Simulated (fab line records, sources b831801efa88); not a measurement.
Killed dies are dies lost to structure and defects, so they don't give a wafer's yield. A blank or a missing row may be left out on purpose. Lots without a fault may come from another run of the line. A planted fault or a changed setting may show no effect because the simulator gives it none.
Chamber matching | flow sky130 | SKY_FIELD_ISO_ETCH_15 on rie_diel-04: 4 sister chambers
The step etches the open film in CHF3/O2, stops on Si, target depth 180 nm, time 72 s. 8 wafers are shown with their chamber, then 9 later ones without.

WAFERS WITH THEIR CHAMBER
wafer  | chamber | drypump_motor_current_A (A) | oes_product_au (a.u.)
L082.1 | 0       | 6.5                         | 0.940
L088.1 | 3       | 6.6                         | 0.946
L088.3 | 1       | 6.2                         | 0.943
L088.4 | 0       | 6.4                         | 0.939
L088.5 | 1       | 6.2                         | 0.936
L090.1 | 3       | 6.6                         | 0.949
L090.2 | 2       | 5.7                         | 0.953
L090.5 | 2       | 5.7                         | 0.947

WAFERS WITHOUT THEIR CHAMBER
wafer  | drypump_motor_current_A (A) | oes_product_au (a.u.)
L093.1 | 6.4                         | 0.952
L093.2 | 6.6                         | 0.950
L093.3 | 5.7                         | 0.949
L093.4 | 6.2                         | 0.946
L093.5 | 6.2                         | 0.949
L093.6 | 5.7                         | 0.944
L097.2 | 6.5                         | 0.948
L097.3 | 5.7                         | 0.947
L097.5 | 6.2                         | 0.935

WHICH CHAMBER EACH WENT THROUGH
wafer  | from the rows above     | in truth
L093.1 | can't be placed: 0 or 3 | 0
L093.2 | 3                       | 3
L093.3 | 2                       | 2
L093.4 | 1                       | 1
L093.5 | 1                       | 1
L093.6 | 2                       | 2
L097.2 | can't be placed: 3 or 0 | 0
L097.3 | 2                       | 2
L097.5 | 1                       | 1
Placed correctly: 7 of 9. Can't be placed from these rows: 2 (the true chamber is among the candidates in 2). Placed wrongly: 0.
How it was worked out, from the rows above alone: a wafer's distance from a chamber is the root of the sum, over the readings, of the square of ((its reading less the chamber's mean) divided by the reading's scatter). The wafer belongs to the nearest chamber; if the next one is less than 2 further off, it can't be placed. A chamber's mean is the mean of its shown wafers. The scatter: the root of (the sum of the squares of (reading less its chamber's mean) over the shown wafers, divided by (wafers less chambers)).
